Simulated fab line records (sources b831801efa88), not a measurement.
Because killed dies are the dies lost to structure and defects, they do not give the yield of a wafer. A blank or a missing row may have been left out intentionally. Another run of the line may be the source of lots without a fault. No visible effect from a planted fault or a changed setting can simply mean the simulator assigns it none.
Lot-split experiment + flow sfq line + 5 lots, 23 wafers read, on a route of 325 steps

== ON THE SPLIT ==
At SFQ_TRILAYER_I7_VIA_LITHO_COAT_187 (resist thk 650 nm), the setting resist thk nm was moved away from the recipe's 650 nm on 10 of the 23 wafers read, by -3.8% to +5.3%. The other wafers ran this setting at the recipe's value.

Reading taken at the split's own step.

== THE READING ==
KrF_of_TRILAYER_I7_VIA_LITHO_COAT_187.thk nm (the simulator's own value, which no gauge read), in nm, at SFQ_TRILAYER_I7_VIA_LITHO_COAT_187 (resist thk 650 nm). No usual value for it is given in the file. Here, 13 wafers ran the recipe; their average is 649.3 nm with a standard deviation of 1.5 nm.

| wafer  | tool, chamber at the split | resist thk nm as run, nm | against the recipe | KrF_of_TRILAYER_I7_VIA_LITHO_COAT_187.thk nm, nm | against lot-mates on the recipe |
|--------|----------------------------|--------------------------|--------------------|--------------------------------------------------|---------------------------------|
| L074.1 | litho track-01, 0          | 650                      | recipe             | 650.5                                            | -                               |
| L074.2 | litho track-01, 0          | 625                      | -3.8%              | 625.2                                            | -24.5                           |
| L074.3 | litho track-01, 0          | 625                      | -3.8%              | 623.9                                            | -25.8                           |
| L074.4 | litho track-01, 0          | 650                      | recipe             | 649.1                                            | -                               |
| L074.5 | litho track-01, 0          | 650                      | recipe             | 649.6                                            | -                               |
| L077.1 | litho track-01, 0          | 650                      | recipe             | 652.4                                            | -                               |
| L077.4 | litho track-01, 0          | 650                      | recipe             | 650                                              | -                               |
| L077.5 | litho track-01, 0          | 650                      | recipe             | 649.2                                            | -                               |
| L082.1 | litho track-03, 0          | 684.5                    | +5.3%              | 686.3                                            | +36.5                           |
| L082.2 | litho track-03, 0          | 650                      | recipe             | 649.6                                            | -                               |
| L082.3 | litho track-03, 0          | 684.5                    | +5.3%              | 684.9                                            | +35.1                           |
| L082.4 | litho track-03, 0          | 650                      | recipe             | 650                                              | -                               |
| L082.5 | litho track-03, 0          | 684.5                    | +5.3%              | 686.2                                            | +36.4                           |
| L084.1 | litho track-03, 0          | 650                      | recipe             | 648                                              | -                               |
| L084.3 | litho track-03, 0          | 671.7                    | +3.3%              | 667.7                                            | +18.8                           |
| L084.4 | litho track-03, 0          | 650                      | recipe             | 649.8                                            | -                               |
| L084.5 | litho track-03, 0          | 671.7                    | +3.3%              | 668.8                                            | +19.9                           |
| L084.6 | litho track-03, 0          | 671.7                    | +3.3%              | 667.5                                            | +18.6                           |
| L085.1 | litho track-04, 0          | 650                      | recipe             | 649.2                                            | -                               |
| L085.2 | litho track-04, 0          | 636.2                    | -2.1%              | 635.1                                            | -12.4                           |
| L085.3 | litho track-04, 0          | 650                      | recipe             | 645.8                                            | -                               |
| L085.4 | litho track-04, 0          | 636.2                    | -2.1%              | 634.6                                            | -12.9                           |
| L085.6 | litho track-04, 0          | 650                      | recipe             | 647.5                                            | -                               |

FIT RESULTS
A straight line over all 23 wafers: KrF_of_TRILAYER_I7_VIA_LITHO_COAT_187.thk nm changes by +6.53 nm for each +1% of resist thk nm; r = +0.99; the points scatter about the line by 1.9 nm.
The same after taking each lot's own level away (the mean of its wafers on the recipe; 23 wafers): +6.47 nm for each +1%; r = +1.00; scatter 1.5 nm.
That fit puts the effect of the largest move of resist thk nm on the reading at 34 nm.
From 647.50 to 650.53 nm: that is the span of the lots' own levels, equal to 2.0 times the standard deviation above.
The two slopes are in agreement: the lot-to-lot level therefore moves the slope only a little.
Check: +33.8 nm against its lot-mates is what the line predicts for one of the wafers moved furthest among these (+5.3%) when that wafer is left out of the fit. It came out at +36.5 nm against them.

== OTHER SPLITS ON THESE WAFERS ==
These wafers also went through other splits before the reading. Each is held against what the fit with the lots' levels taken away leaves over:
| other split on the same wafers                    | wafers away from the commonest value | r with KrF_of_TRILAYER_I7_VIA_LITHO_COAT_187.thk nm (lot level and that fit taken away) |
|---------------------------------------------------|--------------------------------------|-----------------------------------------------------------------------------------------|
| SFQ_TRILAYER_C5_LITHO_PEB_154 peb temp c          | 7                                    | +0.55                                                                                   |
| SFQ_TRILAYER_M6_LITHO_COAT_164 resist thk nm      | 11                                   | +0.23                                                                                   |
| SFQ_TRILAYER_I6_DEP_PECVD_165 time s              | 8                                    | +0.01                                                                                   |
| SFQ_TRILAYER_I6_VIA_BARC_OPEN_VIA_ETCH_235 time s | 5                                    | +0.38                                                                                   |
| SFQ_TRILAYER_M7_LITHO_COAT_177 spin rpm           | 8                                    | -0.02                                                                                   |
| SFQ_TRILAYER_M7_ETCH_METAL_ETCH_180 time s        | 6                                    | -0.11                                                                                   |

== FILE'S OWN FIT ==
KrF_of_TRILAYER_I7_VIA_LITHO_COAT_187.thk nm changes by +6.46 nm for each +1% of resist thk nm, r = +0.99.
